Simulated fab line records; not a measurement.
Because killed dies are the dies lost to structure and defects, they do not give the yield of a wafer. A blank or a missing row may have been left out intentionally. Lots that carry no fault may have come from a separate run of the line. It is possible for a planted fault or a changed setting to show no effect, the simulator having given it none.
2 desks, one fault || flow sky130 || every desk sees just its own numbers, and what lay behind them comes last

THE TOOL OWNER'S DESK: litho track-01
At SKY_VT_ADJUST_NCORE_SOFTBAKE_03 (time 60 s), the tool's own readings, given per lot that ran on this tool as the mean of the sampled wafers with a number. Marked OUT: a lot whose mean sits more than 4 standard deviations from the usual mean, which makes it out of limits; the brackets give that distance.
Columns: A = heater power total W at SKY_VT_ADJUST_NCORE_SOFTBAKE_03, usual 56.60 W; B = run length s at SKY_VT_ADJUST_NCORE_SOFTBAKE_03, usual 89.08 s
{"lot": "L954", "first seen here": "day 8 08:34", "A": 56.57, "B": 89.14}
{"lot": "L955", "first seen here": "day 8 19:48", "A": 56.62, "B": 89.10}
{"lot": "L961", "first seen here": "day 10 07:51", "A": 56.60, "B": 89.20}
{"lot": "L962", "first seen here": "day 10 13:42", "A": 56.64, "B": 89.06}
{"lot": "L963", "first seen here": "day 11 01:58", "A": "58.15 (+33) OUT", "B": "84.56 (-28) OUT"}
{"lot": "L964", "first seen here": "day 11 06:27", "A": "58.07 (+31) OUT", "B": "84.52 (-28) OUT"}
{"lot": "L973", "first seen here": "day 14 02:18", "A": 56.58, "B": 89.16}
{"lot": "L974", "first seen here": "day 14 06:54", "A": 56.53, "B": 89.13}
{"lot": "L976", "first seen here": "day 14 21:06", "A": 56.55, "B": 89.12}
This desk's finding: out of limits on L963, L964; first on L963, day 11 01:58 (heater power total W at SKY_VT_ADJUST_NCORE_SOFTBAKE_03). L954, L955, L961, L962, L973, L974, L976: within limits.

THE METROLOGY DESK
Lot by lot, what the gauges showed, no matter which tool ran the lot: averages of those sampled wafers that carry a number. Marked OUT: a lot whose mean sits more than 4 standard deviations from the usual mean, which makes it out of limits; the brackets give that distance.
Columns: A = cd nm at SKY_VT_ADJUST_NCORE_CD_MEAS_07, usual 379.5 nm
{"lot": "L954", "first seen here": "day 8 19:47", "A": 379.2}
{"lot": "L955", "first seen here": "day 9 05:54", "A": 381.1}
{"lot": "L957", "first seen here": "day 9 18:43", "A": 379.2}
{"lot": "L959", "first seen here": "day 10 08:38", "A": 377.4}
{"lot": "L960", "first seen here": "day 10 14:11", "A": 378.8}
{"lot": "L961", "first seen here": "day 10 19:28", "A": 381.5}
{"lot": "L962", "first seen here": "day 11 01:41", "A": 380.6}
{"lot": "L963", "first seen here": "day 11 13:15", "A": 380.6}
{"lot": "L964", "first seen here": "day 11 18:10", "A": 381.3}
{"lot": "L973", "first seen here": "day 14 14:11", "A": 383.9}
{"lot": "L974", "first seen here": "day 14 19:28", "A": 379.1}
{"lot": "L975", "first seen here": "day 15 03:15", "A": 380.6}
{"lot": "L976", "first seen here": "day 15 11:05", "A": 380.3}
This desk's finding: nothing out of limits on any of the 13 lots.

TAKEN TOGETHER
At day 11 01:58, on L963, L964, the tool owner's desk was in a position to raise an alarm.
From the metrology desk's view, nothing was out of limits.
The metrology desk has L963, L964 on record, within its limits.
All the named lots went through SKY_VT_ADJUST_NCORE_SOFTBAKE_03 on litho track-01.

WHAT HAD BEEN PUT IN BY THE SIMULATOR
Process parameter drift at SKY_VT_ADJUST_NCORE_SOFTBAKE_03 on litho track-01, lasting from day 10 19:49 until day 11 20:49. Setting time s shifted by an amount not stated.
Struck lots among those shown: L963, L964.
Delay in hours, fault start to first out-of-limits reading, by desk: the tool owner's desk at 6.
